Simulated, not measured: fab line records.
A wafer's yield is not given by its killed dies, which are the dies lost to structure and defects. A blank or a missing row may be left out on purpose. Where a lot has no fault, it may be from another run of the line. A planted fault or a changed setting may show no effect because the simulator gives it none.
fab line records -- flow gf180mcu -- part 2 of 2: steps 26 to 35 of 35
record lots=5, wafers=15, last-day=33
route steps=602 shown HV_LDD@230 NSD@235 PSD@248 SAB@264
lots with no fault: from the same line, run without faults
start-h: hours from the record's first day to the start of the lot's first wafer shown -- wait-h: how many hours have passed since the lot's step before this one -- " unchanged from the row above -- L1.1+2: a single row standing in for several wafers -- - no value, or no start was given -- * or withheld: withheld -- < > ~ a bound
route shown NAME@n: a module of which the file shows steps, and the number in the route of the first -- usual: mean/standard deviation of fault-free wafers -- same: alike in all rows -- chamber/n: place in a boat -- sites: the reading at each site -- _std_site: the standard deviation of these -- _edge_site: outer sites' mean less inner sites' -- radius-mm: how far each site lies from the wafer's centre -- mask NAME#n: copy n -- behind: the tool/chamber that last shaped the wafer -- hold: cause of the lot's hold/its duration in hours/its outcome -- device: the transistor (n, p or np) that didn't switch -- end of line: the route-end tests of the same wafers -- step lacking rows: just its recipe -- killed: count of dies lost to structure and defects at first sort (not the wafer's yield) -- map: per-die view of a wafer (x killed, . not killed, _ where there is no die)
set.NAME: the setting the step ran with; set.NAME@STEP: the setting that earlier step ran with -- model.NAME: the simulator's own value behind a step, which no gauge read
lots seen at some steps along the route; tables by step, rows by wafer
services: a tool's chamber out of use, with start hour (start-h, from the record's first day; less than 0 if before it), hours out, and reason
## steps
# step GF_PSD_CD_MEAS_07
# recipe target-cd-nm=400
# usual cd-nm=399.8/2.2
lot.wafer,tool,chamber,start-h,wait-h,cd-nm
L075.3,cd-sem-01,-,320.49,0.1,397.4
L075.4,cd-sem-01,-,320.49,0.1,397.4
L075.6,cd-sem-01,-,320.49,0.1,399.7
L087.1,cd-sem-02,-,434.70,0.1,403.3
L087.2,cd-sem-02,-,434.70,0.1,400.1
L087.4,cd-sem-02,-,434.70,0.1,402.4
L089.1,cd-sem-01,-,448.50,0.1,396.0
L089.2,cd-sem-01,-,448.50,0.1,398.9
L089.3,cd-sem-01,-,448.50,0.1,397.9
L091.1,cd-sem-02,-,470.35,0.1,398.9
L091.2,cd-sem-02,-,470.35,0.1,398.6
L091.5,cd-sem-02,-,470.35,0.1,398.4
L094.2,cd-sem-01,-,487.77,0.1,399.0
L094.5,cd-sem-01,-,487.77,0.1,400.1
L094.6,cd-sem-01,-,487.77,0.1,401.7
# step GF_PSD_OVL_MEAS_08
# usual PSD_OVL=-0.5/1.4
lot.wafer,tool,chamber,start-h,wait-h,PSD_OVL[nm]
L075.3,overlay-01,-,320.59,0.1,-1.6
L075.4,overlay-01,-,320.59,0.1,-1.8
L075.6,overlay-01,-,320.59,0.1,-1.1
L087.1,overlay-02,-,434.82,0.1,0.3
L087.2,overlay-02,-,434.82,0.1,0.2
L087.4,overlay-02,-,434.82,0.1,0.7
L089.1,overlay-02,-,448.62,0.1,0.3
L089.2,overlay-02,-,448.62,0.1,-1.4
L089.3,overlay-02,-,448.62,0.1,-1.2
L091.1,overlay-02,-,470.47,0.1,0.9
L091.2,overlay-02,-,470.47,0.1,1.8
L091.5,overlay-02,-,470.47,0.1,2.2
L094.2,overlay-02,-,487.88,0.1,-1.2
L094.5,overlay-02,-,487.88,0.1,-0.9
L094.6,overlay-02,-,487.88,0.1,-1.8
# step GF_PSD_IMPLANT_09
# recipe species=BF2, energy-kev=40, dose-cm2=1.5e+15, tilt-deg=7
# usual beam-on-s=10.01/0.21, dose-ions-cm2=1.5e+15/1.9e+12, tilt-deg=6.999/0.019
lot.wafer,tool,chamber,start-h,wait-h,beam-on-s,dose-ions-cm2,tilt-deg
L075.3,implanter-03,0,320.66,0.1,9.99,1.5e+15,6.986
L075.4,implanter-03,0,320.66,0.1,9.72,1.5005e+15,6.998
L075.6,implanter-03,0,320.66,0.1,10.14,1.4994e+15,7.006
L087.1,implanter-03,0,434.86,0.0,10.05,1.5001e+15,7.024
L087.2,implanter-03,0,434.86,0.0,9.89,1.5003e+15,6.998
L087.4,implanter-03,0,434.86,0.0,9.62,1.5023e+15,7.010
L089.1,implanter-04,0,448.66,0.0,10.14,1.5014e+15,7.022
L089.2,implanter-04,0,448.66,0.0,9.80,1.5007e+15,7.004
L089.3,implanter-04,0,448.66,0.0,9.68,1.4997e+15,7.016
L091.1,implanter-01,0,470.51,0.0,9.89,1.5035e+15,6.982
L091.2,implanter-01,0,470.51,0.0,10.21,1.5035e+15,7.036
L091.5,implanter-01,0,470.51,0.0,9.82,1.5016e+15,7.026
L094.2,implanter-03,0,487.93,0.0,9.85,1.4971e+15,7.002
L094.5,implanter-03,0,487.93,0.0,9.90,1.5012e+15,6.980
L094.6,implanter-03,0,487.93,0.0,10.03,1.4999e+15,6.957
# step GF_PSD_STRIP_10
# recipe chemistry=O2/N2, power-w=1400, pressure-mtorr=1500, platen-temp-c=250, o2-flow-sccm=3000, n2-flow-sccm=300, overash-fraction=0.5
# usual chamber-pressure-mTorr=1499.8/1.3, drypump-motor-current-A=5.8/0.36, heater-power-w=325/24, oes-product-au=0.592/0.0043, strip-time-to-endpoint-s=16.51/0.035
lot.wafer,tool,chamber,start-h,wait-h,chamber-pressure-mTorr,drypump-motor-current-A,heater-power-w,oes-product-au,rf-hours-counter-h,strip-time-to-endpoint-s
L075.3,plasma-asher-01,0,320.79,0.1,1500.3,5.8,309,0.595,-,16.51
L075.4,plasma-asher-01,1,320.79,0.1,1498.6,5.8,364,0.591,-,16.52
L075.6,plasma-asher-01,0,320.79,0.1,1496.5,5.7,310,0.595,-,16.52
L087.1,plasma-asher-02,1,435.01,0.1,1500.3,5.2,313,0.584,33,16.50
L087.2,plasma-asher-02,0,435.01,0.1,1501.5,5.4,298,0.594,33,16.53
L087.4,plasma-asher-02,0,435.01,0.1,1499.4,5.4,291,0.597,-,16.51
L089.1,plasma-asher-01,1,448.81,0.1,1501.9,5.8,357,0.596,65,16.45
L089.2,plasma-asher-01,0,448.81,0.1,1498.9,5.8,303,0.596,65,16.50
L089.3,plasma-asher-01,1,448.81,0.1,1499.1,5.8,358,0.602,-,16.54
L091.1,plasma-asher-04,0,470.66,0.1,1500.4,6.2,332,0.593,4,16.53
L091.2,plasma-asher-04,1,470.66,0.1,1499.8,6.2,322,0.598,4,16.56
L091.5,plasma-asher-04,0,470.66,0.1,1498.1,6.2,334,0.596,-,16.57
L094.2,plasma-asher-01,1,488.06,0.1,1501.7,5.8,366,0.591,69,16.51
L094.5,plasma-asher-01,0,488.06,0.1,1497.9,5.7,308,0.588,-,16.52
L094.6,plasma-asher-01,1,488.06,0.1,1497.2,5.8,364,0.587,-,16.50
# step GF_PSD_TW_MEAS_11
# usual PSD_TW=3176/30
lot.wafer,tool,chamber,start-h,wait-h,PSD_TW
L075.3,film-metro-04,-,320.88,0.1,3127
L075.4,film-metro-04,-,320.88,0.1,3121
L075.6,film-metro-04,-,320.88,0.1,3133
L087.1,film-metro-01,-,435.11,0.1,3214
L087.2,film-metro-01,-,435.11,0.1,3226
L087.4,film-metro-01,-,435.11,0.1,3225
L089.1,film-metro-03,-,448.91,0.1,3184
L089.2,film-metro-03,-,448.91,0.1,3185
L089.3,film-metro-03,-,448.91,0.1,3185
L091.1,film-metro-03,-,470.76,0.1,3173
L091.2,film-metro-03,-,470.76,0.1,3185
L091.5,film-metro-03,-,470.76,0.1,3165
L094.2,film-metro-01,-,488.17,0.1,3195
L094.5,film-metro-01,-,488.17,0.1,3202
L094.6,film-metro-01,-,488.17,0.1,3213
# step GF_PSD_CLEAN_12
# recipe chemistry=SC1/SC2, mix=1:4:20, temp-c=70, time-s=150, dry=n2-spin
lot.wafer,tool,chamber,start-h,wait-h
L075.3+4+6,wet-bench-02,3,320.92,0.0
L087.1+2+4,wet-bench-01,0,435.17,0.1
L089.1+2+3,wet-bench-04,3,448.97,0.1
L091.1+2+5,wet-bench-04,0,470.82,0.1
L094.2+5+6,wet-bench-01,3,488.22,0.0
# step GF_PSD_RTA_13
# recipe temp-c=1025, time-s=19.39, ambient=N2
# usual lamp-power-pct=35.6/0.36, wafer_temp_C_max=1029.5/0.95
lot.wafer,tool,chamber,start-h,wait-h,lamp-power-pct,wafer_temp_C_max
L075.3,rtp-anneal-01,0,321.00,0.0,35.4,1029.8
L075.4,rtp-anneal-01,0,321.00,0.0,35.3,1030.5
L075.6,rtp-anneal-01,0,321.00,0.0,35.4,1031.0
L087.1,rtp-anneal-01,0,435.22,0.0,35.4,1030.2
L087.2,rtp-anneal-01,0,435.22,0.0,35.3,1030.1
L087.4,rtp-anneal-01,0,435.22,0.0,35.3,1029.1
L089.1,rtp-anneal-02,0,449.02,0.0,36.1,1027.9
L089.2,rtp-anneal-02,0,449.02,0.0,36.1,1029.0
L089.3,rtp-anneal-02,0,449.02,0.0,36.1,1030.4
L091.1,rtp-anneal-02,0,470.87,0.0,36.1,1029.0
L091.2,rtp-anneal-02,0,470.87,0.0,36.1,1028.7
L091.5,rtp-anneal-02,0,470.87,0.0,36.1,1028.8
L094.2,rtp-anneal-01,0,488.28,0.0,35.3,1030.0
L094.5,rtp-anneal-01,0,488.28,0.0,35.3,1029.3
L094.6,rtp-anneal-01,0,488.28,0.0,35.4,1028.5
# step GF_PSD_RS_MEAS_14
# recipe thk-meas-gauge=four-point-probe
# usual NSD_RS=46.28/0.091
lot.wafer,tool,chamber,start-h,wait-h,NSD_RS[ohm/sq]
L075.3,film-metro-03,-,321.13,0.1,46.31
L075.4,film-metro-03,-,321.13,0.1,46.32
L075.6,film-metro-03,-,321.13,0.1,46.30
L087.1,film-metro-03,-,435.30,0.1,46.33
L087.2,film-metro-03,-,435.30,0.1,46.38
L087.4,film-metro-03,-,435.30,0.1,46.35
L089.1,film-metro-04,-,449.10,0.1,46.14
L089.2,film-metro-04,-,449.10,0.1,46.26
L089.3,film-metro-04,-,449.10,0.1,46.23
L091.1,film-metro-04,-,470.95,0.1,46.36
L091.2,film-metro-04,-,470.95,0.1,46.30
L091.5,film-metro-04,-,470.95,0.1,46.23
L094.2,film-metro-03,-,488.37,0.1,46.27
L094.5,film-metro-03,-,488.37,0.1,46.22
L094.6,film-metro-03,-,488.37,0.1,46.34
# step GF_PSD_RS_MEAS_15
# recipe thk-meas-gauge=four-point-probe
# usual PSD_RS=108.94/0.23
lot.wafer,tool,chamber,start-h,wait-h,PSD_RS[ohm/sq]
L075.3,film-metro-03,-,321.25,0.1,108.78
L075.4,film-metro-03,-,321.25,0.1,108.89
L075.6,film-metro-03,-,321.25,0.1,108.77
L087.1,film-metro-03,-,435.42,0.1,109.11
L087.2,film-metro-03,-,435.42,0.1,109.15
L087.4,film-metro-03,-,435.42,0.1,108.88
L089.1,film-metro-04,-,449.22,0.1,108.86
L089.2,film-metro-04,-,449.22,0.1,108.72
L089.3,film-metro-04,-,449.22,0.1,108.97
L091.1,film-metro-04,-,471.07,0.1,108.68
L091.2,film-metro-04,-,471.07,0.1,108.54
L091.5,film-metro-04,-,471.07,0.1,108.72
L094.2,film-metro-03,-,488.49,0.1,108.82
L094.5,film-metro-03,-,488.49,0.1,108.86
L094.6,film-metro-03,-,488.49,0.1,109.13
# step GF_SAB_CVD_00
# recipe material=SiO2, target-thk-nm=50, precursor=TEOS, temp-c=400, time-s=4.9302, rf-w=600
# usual heater-power-w=700/120
lot.wafer,tool,chamber,start-h,wait-h,heater-power-w
L075.3,pecvd-02,0,321.33,0.1,626
L075.4,pecvd-02,2,321.33,0.1,581
L075.6,pecvd-02,0,321.33,0.1,625
L087.1,pecvd-02,2,435.54,0.1,603
L087.2,pecvd-02,0,435.54,0.1,676
L087.4,pecvd-02,2,435.54,0.1,624
L089.1,pecvd-04,1,449.34,0.1,609
L089.2,pecvd-04,2,449.34,0.1,515
L089.3,pecvd-04,0,449.34,0.1,624
L091.1,pecvd-03,1,471.19,0.1,1031
L091.2,pecvd-03,2,471.19,0.1,722
L091.5,pecvd-03,2,471.19,0.1,739
L094.2,pecvd-02,2,488.59,0.1,609
L094.5,pecvd-02,2,488.59,0.1,626
L094.6,pecvd-02,0,488.59,0.1,638
## services
tool,chamber,start-h,hours,kind
implanter-04,-,257.80,3.1,repair
wet-bench-01,-,274.25,1.2,repair
rie-diel-02,0,276.44,1.7,repair
implanter-04,-,281.29,7.5,repair
rie-diel-01,1,284.65,6.2,repair
implanter-04,-,302.30,3.2,repair
rie-diel-01,3,317.19,22.5,repair
plasma-asher-02,-,323.50,3.2,repair
implanter-03,-,339.39,2.3,repair
rie-diel-02,-,357.84,0.4,repair
implanter-03,-,360.35,1.6,repair
pecvd-02,-,364.96,2.6,repair
implanter-04,-,379.63,2.7,pm
rtp-anneal-02,-,383.48,4.0,pm
iline-stepper-01,-,389.12,4.4,pm
rie-diel-02,2,389.43,4.3,repair
pecvd-02,2,399.38,16.8,repair
implanter-03,-,405.63,3.7,pm
rie-diel-02,3,407.05,7.3,repair
rtp-anneal-01,-,412.71,6.6,pm
iline-stepper-02,-,414.55,1.7,pm
pecvd-02,1,420.92,5.8,repair
implanter-04,-,442.17,1.6,repair
pecvd-02,2,445.68,38.3,repair
